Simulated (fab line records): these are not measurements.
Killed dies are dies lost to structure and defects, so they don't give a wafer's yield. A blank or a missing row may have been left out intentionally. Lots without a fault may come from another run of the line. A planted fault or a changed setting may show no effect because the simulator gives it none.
Struck lot and sound lot, side by side / flow sky130 / 18 out of 708 route steps
Sound: the wafers L487.2, L487.4, L487.5. Wafers L476.1, L476.3, L476.5 were the ones struck. The cause comes at the end.
At each step with rows: each side's tool, then ch and its chambers, then its first start. Under that, the readings that differ: sound wafers / struck wafers / difference of the means / sigmas: that difference in standard deviations of wafers without a fault.
alike: readings whose means differ by less than 2 such deviations, and words and numbers that are the same on both sides. not compared: withheld readings, readings that some wafer has no value for, bounds like >300 that may hide the same value, and numbers for which the record gives no deviation and whose values overlap.
Wherever a step has rows on one side only, a row that says differs or no value, or a row with sigmas, the two part there. Numbers that don't overlap but have no deviation are shown without sigmas and don't part them. A reading that every wafer of one side lacks parts them only if that side has two wafers or more.

first, 2 steps without rows for these wafers: SKY_GATE_OXIDE_CLEAN_00 (cleans in SC1/SC2, time 150 s); SKY_GATE_OXIDE_OXIDATION_01 (stabilise 600 s, purge 300 s, target thk 10.268 nm).
SKY_GATE_OXIDE_THK_MEAS_02:
  sound on film_metro-02 at day 19 06:34; struck on film_metro-02 at day 15 10:35
  alike: GATE_OXIDE_OXIDATION_00_THK
then, 7 steps without rows for these wafers: SKY_GATE_OXIDE_DEHYDRATE_03 (time 60 s); SKY_GATE_OXIDE_HMDS_04 (prime time 60 s); SKY_GATE_OXIDE_COAT_05 (resist thk 1140 nm); SKY_GATE_OXIDE_SOFTBAKE_06 (time 60 s); SKY_GATE_OXIDE_EXPOSE_07 (exposes mask LVOM, target cd 600 nm); SKY_GATE_OXIDE_PEB_08; SKY_GATE_OXIDE_DEVELOP_09 (develop time 60 s).
SKY_GATE_OXIDE_OVL_MEAS_10:
  sound on overlay-01 at day 20 13:29; struck on overlay-01 at day 16 14:43
  alike: GATE_OXIDE_OVL
after that, 1 step had no rows for these wafers: SKY_GATE_OXIDE_IMPLANT_11.
SKY_GATE_OXIDE_WET_ETCH_12: etches SiO2 in dHF, target depth 16.8 nm, time 336 s.
  sound on wet_bench-03 ch 0, day 20 13:40; struck on wet_bench-01 ch 0, day 16 14:55
  no value came back on the struck wafers for bath_heat_duty_pct (%), run_length_s (s), time_s (s); on the sound wafers bath_heat_duty_pct (%) reads 6.0 6.6 6.1
reading=model.SiO2_of_FIELD_ISO_CVD_24.thk_nm (nm); sound=362.1 364.9 364.7; struck=383.2 382.6 381.7; difference=+18.6; sigmas=
SKY_GATE_OXIDE_STRIP_13: strips in O2/N2.
  sound on plasma_asher-03 ch 0,1, day 20 13:47; struck on plasma_asher-02 ch 0,1, day 16 15:01
reading=strip_time_to_endpoint_s (s); sound=14.17 14.20 14.19; struck=14.04 14.07 14.13; difference=-0.11; sigmas=-2
  alike: drypump_motor_current_A, oes_product_au
  not compared: rf_hours_counter_h
SKY_GATE_OXIDE_TW_MEAS_14:
  sound on film_metro-02 at day 20 13:54; struck on film_metro-03 at day 16 15:07
  alike: GATE_OXIDE_TW
SKY_GATE_OXIDE_CLEAN_15: cleans in SC1/SC2, time 150 s.
  sound on wet_bench-04 ch 0, day 20 13:57; struck on wet_bench-01 ch 0, day 16 15:10
reading=model.SiO2_of_FIELD_ISO_CVD_24.thk_nm (nm); sound=361.4 364.3 364; struck=382.5 381.9 381.1; difference=+18.6; sigmas=
then, 1 step without rows for these wafers: SKY_GATE_OXIDE_OXIDATION_16 (stabilise 600 s, purge 300 s, target thk 3.57 nm).
-- record jumps: 32 days separate the struck wafers' starts on either side; left off in module GATE_OXIDE, taken up again in module PAD_OPEN, whose first shown step is the route's number 708 --
SKY_PAD_OPEN_PROBE_99:
  sound on prober-01 at day 50 15:05; struck on prober-01 at day 48 04:09
reading=killed_at_M0_to_M3; sound=53 66 45; struck=40 34 42; difference=-16; sigmas=-2
reading=killed_at_front_end; sound=18 18 13; struck=423 428 416; difference=+406; sigmas=+94
reading=killed_dies; sound=89 102 86; struck=492 492 492; difference=+400; sigmas=+40
reading=killed_on_rim; sound=14 22 18; struck=96 96 96; difference=+78; sigmas=+20
  alike: killed_at_M4_up, killed_at_contacts, killed_at_other, killed_open, killed_short

== WHERE THEY PART ==
At SKY_GATE_OXIDE_WET_ETCH_12 first; at SKY_PAD_OPEN_PROBE_99 last (within this record only).

WHY: the cause the simulator had injected
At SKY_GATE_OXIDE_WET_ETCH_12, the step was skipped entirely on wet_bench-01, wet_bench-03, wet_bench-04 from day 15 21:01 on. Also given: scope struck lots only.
